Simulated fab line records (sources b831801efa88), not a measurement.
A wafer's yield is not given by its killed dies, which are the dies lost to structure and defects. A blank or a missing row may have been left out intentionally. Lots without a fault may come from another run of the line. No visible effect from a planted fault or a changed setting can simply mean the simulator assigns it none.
fab line records -- flow sky130
[record] lots = 11, wafers = 33, lastDay = 50
route steps=708 shown LI_CONTACT@368 CONTACT@422 VIA1@480
lots untouched by any fault: they come from a run of this same line in which no faults occurred
startH: hours from the record's first day to the start of the lot's first wafer shown -- waitH: time in hours since the lot's previous step -- " identical to the entry in the row above -- L1.1+2: a row that stands for several wafers -- - no value, or no start given -- * or withheld: withheld -- < > ~ a bound
route shown NAME@n: names a module that has steps shown in the file, with the first one's number in the route -- usual: the fault-free wafers' mean and standard deviation -- same: alike in all rows -- chamber/n: place in a boat -- sites: readings site by site -- _std_site: how widely they spread, as a standard deviation -- _edge_site: outer sites' mean less inner sites' -- radiusMm: for every site, how far away it sits from the centre of the wafer -- mask NAME#n: copy n -- behind: the last tool/chamber to shape the wafer -- hold: cause of the lot's hold/its duration in hours/its outcome -- device: the n, p or np transistor that did not switch -- end of line: the same wafers' tests at the end of the route -- where a step has no rows: the recipe by itself -- killed: count of dies lost to structure and defects at first sort (not the wafer's yield) -- map: a wafer's dies, marking killed ones x, the rest . and places with no die _
set.NAME: the run value of the setting; set.NAME@STEP: its run value at that earlier step -- model.NAME: the simulator's own value behind a step, which no gauge read
one table for each step of the route and one row for each wafer, over a sample of lots
services: a tool's chamber out of use, with start hour (startH, from the record's first day; less than 0 if before it), hours out, and reason
[[steps]]
[step SKY_LI_CONTACT_COAT_06]
[recipe] resist = BARC, tempC = withheld, timeS = withheld, spinRpm = 3000, resistThkNm = 60
[usual] dispensePressureKPa = 48.1/2.3
lot.wafer,tool,chamber,startH,waitH,dispensePressureKPa
L886.1,lithoTrack-04,0,671.27,0.1,48.3
L886.3,lithoTrack-04,0,671.27,0.1,48.3
L886.6,lithoTrack-04,0,671.27,0.1,48.3
L888.1,lithoTrack-04,0,681.22,0.1,48.3
L888.5,lithoTrack-04,0,681.22,0.1,48.3
L888.6,lithoTrack-04,0,681.22,0.1,48.3
L889.1,lithoTrack-02,0,690.60,0.1,50.8
L889.3,lithoTrack-02,0,690.60,0.1,50.8
L889.5,lithoTrack-02,0,690.60,0.1,50.8
L892.2,lithoTrack-03,0,726.26,0.1,44.6
L892.3,lithoTrack-03,0,726.26,0.1,44.6
L892.6,lithoTrack-03,0,726.26,0.1,44.6
L897.2,lithoTrack-04,0,759.15,0.1,48.3
L897.4,lithoTrack-04,0,759.15,0.1,48.3
L897.5,lithoTrack-04,0,759.15,0.1,48.2
L900.3,lithoTrack-02,0,780.46,0.1,50.9
L900.4,lithoTrack-02,0,780.46,0.1,50.9
L900.5,lithoTrack-02,0,780.46,0.1,50.9
L901.1,lithoTrack-03,0,793.14,0.1,44.6
L901.2,lithoTrack-03,0,793.14,0.1,44.6
L901.3,lithoTrack-03,0,793.14,0.1,44.6
L902.1,lithoTrack-04,0,796.27,0.1,48.3
L902.3,lithoTrack-04,0,796.27,0.1,48.3
L902.6,lithoTrack-04,0,796.27,0.1,48.2
L904.1,lithoTrack-04,0,807.12,0.1,48.3
L904.2,lithoTrack-04,0,807.12,0.1,48.3
L904.4,lithoTrack-04,0,807.12,0.1,48.3
L906.1,lithoTrack-04,0,817.32,0.1,48.3
L906.2,lithoTrack-04,0,817.32,0.1,48.3
L906.6,lithoTrack-04,0,817.32,0.1,48.3
L907.1,lithoTrack-02,0,832.41,0.1,50.8
L907.2,lithoTrack-02,0,832.41,0.1,50.8
L907.5,lithoTrack-02,0,832.41,0.1,50.8
[step SKY_LI_CONTACT_ETCH_14]
[recipe] chemistry = N2/H2, target = BARC, ionEnergyEv = 200, sourceW = 500, biasW = 97.5, pressureMtorr = 30, n2FlowSccm = 100, h2FlowSccm = 200, stopOn = SiO2, timeS = 45.9, targetDepthA = 600
[usual] drypumpMotorCurrentA = 5.8/0.36, oesProductAu = 0.855/0.0055, throttleValvePct = 13.225/0.0093
lot.wafer,tool,chamber,startH,waitH,drypumpMotorCurrentA,oesProductAu,rfHoursCounterH,throttleValvePct
L886.1,rieDiel-04,1,685.63,0.0,6.6,0.861,4,13.242
L886.3,rieDiel-04,2,685.63,0.0,6.0,0.852,2,13.232
L886.6,rieDiel-04,3,685.63,0.0,6.0,0.862,-,13.220
L888.1,rieDiel-03,0,694.73,0.0,5.5,0.855,7,13.222
L888.5,rieDiel-03,0,694.73,0.0,5.5,0.863,-,13.209
L888.6,rieDiel-03,3,694.73,0.0,5.7,0.855,-,13.236
L889.1,rieDiel-04,1,705.01,0.0,6.6,0.852,4,13.214
L889.3,rieDiel-04,2,705.01,0.0,6.0,0.846,2,13.229
L889.5,rieDiel-04,0,705.01,0.0,5.7,0.861,-,13.218
L892.2,rieDiel-02,1,740.56,0.0,5.3,0.844,13,13.220
L892.3,rieDiel-02,2,740.56,0.0,6.2,0.849,34,13.231
L892.6,rieDiel-02,2,740.56,0.0,6.2,0.853,-,13.211
L897.2,rieDiel-03,2,773.09,0.0,6.0,0.861,18,13.231
L897.4,rieDiel-03,3,773.09,0.0,5.7,0.844,16,13.213
L897.5,rieDiel-03,1,773.09,0.0,5.8,0.853,-,13.220
L900.3,rieDiel-02,1,794.14,0.0,5.3,0.857,15,13.211
L900.4,rieDiel-02,3,794.14,0.0,5.2,0.860,5,13.210
L900.5,rieDiel-02,1,794.14,0.0,5.3,0.855,-,13.236
L901.1,rieDiel-02,1,806.98,0.0,5.3,0.865,15,13.236
L901.2,rieDiel-02,2,806.98,0.0,6.2,0.847,37,13.234
L901.3,rieDiel-02,0,806.98,0.0,5.8,0.860,1,13.220
L902.1,rieDiel-02,3,810.43,0.0,5.2,0.825,5,13.233
L902.3,rieDiel-02,0,810.43,0.0,5.9,0.830,1,13.214
L902.6,rieDiel-02,1,810.43,0.0,5.3,0.814,-,13.222
L904.1,rieDiel-04,1,821.03,0.0,6.6,0.820,7,13.224
L904.2,rieDiel-04,3,821.03,0.0,5.9,0.833,8,13.217
L904.4,rieDiel-04,0,821.03,0.0,5.7,0.812,5,13.200
L906.1,rieDiel-02,1,831.11,0.0,5.3,0.829,16,13.225
L906.2,rieDiel-02,0,831.11,0.0,5.8,0.831,2,13.223
L906.6,rieDiel-02,3,831.11,0.0,5.2,0.820,-,13.226
L907.1,rieDiel-03,0,846.41,0.0,5.5,0.845,12,13.244
L907.2,rieDiel-03,3,846.41,0.0,5.8,0.857,19,13.229
L907.5,rieDiel-03,2,846.41,0.0,6.0,0.857,-,13.241
[step SKY_CONTACT_ETCH_16]
[recipe] chemistry = N2/H2, target = BARC, ionEnergyEv = 200, sourceW = 500, biasW = 100, pressureMtorr = 30, n2FlowSccm = 100, h2FlowSccm = 200, stopOn = SiO2, timeS = 45.9, targetDepthA = 600
[usual] drypumpMotorCurrentA = 5.6/0.37, oesProductAu = 0.855/0.0044, throttleValvePct = 13.224/0.0092
lot.wafer,tool,chamber,startH,waitH,drypumpMotorCurrentA,oesProductAu,rfHoursCounterH,throttleValvePct
L886.1,rieDiel-01,1,743.43,0.0,5.6,0.855,3,13.226
L886.3,rieDiel-01,2,743.43,0.0,5.9,0.855,13,13.226
L886.6,rieDiel-01,0,743.43,0.0,5.8,0.859,-,13.220
L888.1,rieDiel-02,3,753.45,0.0,5.2,0.851,3,13.219
L888.5,rieDiel-02,1,753.45,0.0,5.3,0.856,-,13.224
L888.6,rieDiel-02,2,753.45,0.0,6.2,0.858,-,13.230
L889.1,rieDiel-01,1,763.84,0.0,5.6,0.858,4,13.237
L889.3,rieDiel-01,2,763.84,0.0,5.9,0.851,13,13.218
L889.5,rieDiel-01,0,763.84,0.0,5.8,0.853,-,13.227
L892.2,rieDiel-02,3,795.69,0.0,5.2,0.856,5,13.236
L892.3,rieDiel-02,0,795.69,0.0,5.9,0.853,1,13.207
L892.6,rieDiel-02,2,795.69,0.0,6.2,0.850,-,13.225
L897.2,rieDiel-02,3,829.19,0.0,5.2,0.851,6,13.220
L897.4,rieDiel-02,3,829.19,0.0,5.2,0.857,-,13.211
L897.5,rieDiel-02,0,829.19,0.0,5.9,0.859,-,13.221
L900.3,rieDiel-01,3,849.63,0.0,5.0,0.854,2,13.227
L900.4,rieDiel-01,2,849.63,0.0,5.9,0.858,16,13.237
L900.5,rieDiel-01,2,849.63,0.0,5.9,0.855,-,13.217
L901.1,rieDiel-03,0,861.68,0.0,5.5,0.853,13,13.210
L901.2,rieDiel-03,1,861.68,0.0,5.8,0.857,8,13.212
L901.3,rieDiel-03,2,861.68,0.0,6.0,0.859,20,13.237
L902.1,rieDiel-01,1,865.96,0.0,5.6,0.852,7,13.238
L902.3,rieDiel-01,3,865.96,0.0,5.0,0.861,2,13.221
L902.6,rieDiel-01,1,865.96,0.0,5.6,0.851,-,13.222
L904.1,rieDiel-02,0,876.11,0.0,5.8,0.857,3,13.247
L904.2,rieDiel-02,1,876.11,0.0,5.3,0.856,18,13.223
L904.4,rieDiel-02,3,876.11,0.0,5.2,0.853,8,13.213
L906.1,rieDiel-01,1,885.84,0.0,5.6,0.852,8,13.214
L906.2,rieDiel-01,3,885.84,0.0,4.9,0.863,3,13.223
L906.6,rieDiel-01,1,885.84,0.0,5.6,0.851,-,13.215
L907.1,rieDiel-01,1,899.99,0.0,5.6,0.853,8,13.233
L907.2,rieDiel-01,3,899.99,0.0,5.0,0.848,3,13.223
L907.5,rieDiel-01,2,899.99,0.0,5.9,0.856,-,13.217
[step SKY_CONTACT_CMP_27]
[recipe] stopOn = SiO2, tOverpolishS = 15, downForcePsi = 3.5, platenRpm = 60, targetThkNm = 0, padVelocityMS = 0.94248
[usual] headPressurePsi = 3.500/0.0082, motorCurrentA = 11.3/0.81, overpolishRunS = 14.999/0.0086, timeToEndpointS = 81/3
lot.wafer,tool,chamber,startH,waitH,headPressurePsi,motorCurrentA,overpolishRunS,timeToEndpointS
L886.3,cmp-02,0,744.54,0.1,3.505,11.5,15.004,80
L886.1,cmp-02,3,744.54,0.1,3.508,10.7,14.995,81
L886.6,cmp-02,1,744.54,0.1,3.489,12.2,14.986,83
L888.1,cmp-01,1,755.37,0.9,3.493,11.3,14.997,90
L888.6,cmp-01,2,755.37,0.9,3.495,11.0,15.000,86
L888.5,cmp-01,3,755.37,0.9,3.508,10.8,14.996,88
L889.1,cmp-01,1,764.92,0.1,3.497,11.7,14.998,80
L889.3,cmp-01,3,764.92,0.1,3.505,12.0,14.991,83
L889.5,cmp-01,1,764.92,0.1,3.495,12.0,14.982,77
L892.3,cmp-02,0,796.91,0.1,3.498,11.7,14.998,79
L892.2,cmp-02,1,796.91,0.1,3.498,12.7,14.988,79
L892.6,cmp-02,3,796.91,0.1,3.506,11.4,15.002,75
L897.4,cmp-01,3,830.37,0.1,3.484,12.1,15.011,84
L897.2,cmp-01,0,830.37,0.1,3.502,10.0,15.001,78
L897.5,cmp-01,1,830.37,0.1,3.496,11.7,14.993,82
L900.4,cmp-02,0,850.74,0.0,3.491,10.7,14.989,87
L900.3,cmp-02,3,850.74,0.0,3.498,11.4,14.992,83
L900.5,cmp-02,1,850.74,0.0,3.495,11.9,14.979,86
L901.1,cmp-02,2,862.76,0.1,3.497,11.5,15.007,79
L901.2,cmp-02,3,862.76,0.1,3.495,10.8,14.984,80
L901.3,cmp-02,1,862.76,0.1,3.511,12.5,14.997,82
L902.1,cmp-01,2,867.14,0.1,3.499,11.4,15.003,82
L902.3,cmp-01,3,867.14,0.1,3.511,11.3,15.005,82
L902.6,cmp-01,1,867.14,0.1,3.497,11.4,15.008,82
L904.4,cmp-01,2,877.23,0.0,3.495,10.4,14.999,80
L904.1,cmp-01,3,877.23,0.0,3.494,12.2,15.003,82
L904.2,cmp-01,0,877.23,0.0,3.504,9.7,14.999,84
L906.2,cmp-01,3,886.98,0.1,3.501,11.7,14.998,80
L906.1,cmp-01,0,886.98,0.1,3.510,9.9,15.009,82
L906.6,cmp-01,3,886.98,0.1,3.506,11.3,14.982,82
L907.2,cmp-01,1,901.07,0.0,3.508,11.4,14.997,83
L907.1,cmp-01,0,901.07,0.0,3.511,9.5,14.992,87
L907.5,cmp-01,1,901.07,0.0,3.497,11.5,15.003,86
[step SKY_VIA1_RS_MEAS_22]
[recipe] thkMeasGauge = four-point-probe, reads = W_of_VIA1_CVD_21+TiN_of_VIA1_SPUTTER_20
[usual] VIA1_W_RS = 0.427/0.0045
lot.wafer,tool,chamber,startH,waitH,VIA1_W_RS[ohm/sq]
L886.1,filmMetro-03,-,800.64,0.1,0.429
L886.3,filmMetro-03,-,800.64,0.1,0.431
L886.6,filmMetro-03,-,800.64,0.1,0.428
L888.1,filmMetro-02,-,811.55,0.1,0.422
L888.5,filmMetro-02,-,811.55,0.1,0.430
L888.6,filmMetro-02,-,811.55,0.1,0.425
L889.1,filmMetro-04,-,820.80,0.1,0.428
L889.3,filmMetro-04,-,820.80,0.1,0.430
L889.5,filmMetro-04,-,820.80,0.1,0.427
L892.2,filmMetro-04,-,852.82,0.1,0.431
L892.3,filmMetro-04,-,852.82,0.1,0.435
L892.6,filmMetro-04,-,852.82,0.1,0.433
L897.2,filmMetro-04,-,885.19,0.1,0.427
L897.4,filmMetro-04,-,885.19,0.1,0.433
L897.5,filmMetro-04,-,885.19,0.1,0.434
L900.3,filmMetro-03,-,905.11,0.1,0.421
L900.4,filmMetro-03,-,905.11,0.1,0.428
L900.5,filmMetro-03,-,905.11,0.1,0.429
L901.1,filmMetro-03,-,916.33,0.1,0.423
L901.2,filmMetro-03,-,916.33,0.1,0.422
L901.3,filmMetro-03,-,916.33,0.1,0.425
L902.1,filmMetro-04,-,920.33,0.1,0.427
L902.3,filmMetro-04,-,920.33,0.1,0.423
L902.6,filmMetro-04,-,920.33,0.1,0.424
L904.1,filmMetro-04,-,930.32,0.1,0.420
L904.2,filmMetro-04,-,930.32,0.1,0.422
L904.4,filmMetro-04,-,930.32,0.1,0.420
L906.1,filmMetro-02,-,940.38,0.1,0.426
L906.2,filmMetro-02,-,940.38,0.1,0.430
L906.6,filmMetro-02,-,940.38,0.1,0.428
L907.1,filmMetro-04,-,952.19,0.1,0.431
L907.2,filmMetro-04,-,952.19,0.1,0.424
L907.5,filmMetro-04,-,952.19,0.1,0.429
[[services]]
tool,chamber,startH,hours,kind
rieDiel-01,1,651.83,5.3,repair
cmp-01,-,659.50,0.4,repair
cmp-02,-,664.61,5.7,pm
cmp-02,-,673.32,0.7,repair
cmp-01,-,688.42,6.8,repair
cmp-02,-,712.44,2.0,repair
cmp-01,-,714.56,2.3,repair
cmp-02,-,731.64,10.5,pm
cmp-01,-,736.12,0.6,repair
cmp-01,-,742.25,9.0,pm
rieDiel-01,2,747.89,8.9,repair
cmp-01,-,751.22,4.0,pm
rieDiel-01,-,779.50,14.6,pm
rieDiel-01,1,794.66,5.6,repair
rieDiel-01,-,817.10,0.4,repair
rieDiel-02,2,824.66,8.4,repair
rieDiel-02,1,835.83,3.8,repair
cmp-01,-,842.17,4.5,pm
cmp-01,-,858.89,1.5,repair
rieDiel-02,-,866.65,0.2,repair
rieDiel-02,3,881.20,18.1,repair
rieDiel-01,0,884.11,4.0,repair
rieDiel-02,-,884.86,0.1,repair
cmp-01,-,887.88,0.3,repair
[[key]]
[firstSign] step = SKY_LI_CONTACT_ETCH_14, reading = oesProductAu, direction = down, sigmas = 5.6, usual = 0.855, struck = 0.824
effect none on later readings
metAt SKY_LI_CONTACT_COAT_06
struckLots L902,L904,L906
testerLeftOut L902,L904,L906
notActingAt SKY_CONTACT_ETCH_16,SKY_CONTACT_CMP_27,SKY_VIA1_RS_MEAS_22
onsetBetween 759.15 796.27
[fault] kind = processParameterDrift, tool = lithoTrack-04, chamber = -, onsetH = 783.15, steps = SKY_LI_CONTACT_COAT_06, channel = resistThkNm, offset = -4.0013, shape = step, endH = 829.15, actsIn = theseRecipesOnly, stated = 60
// testerLeftOut: of these lots the tester's yield and bins aren't shown, on N5 and GAA mostly nor the transistor test; their killed dies are dies lost to structure and defects alone, not to doping, threshold or leakage, so they don't give the yield
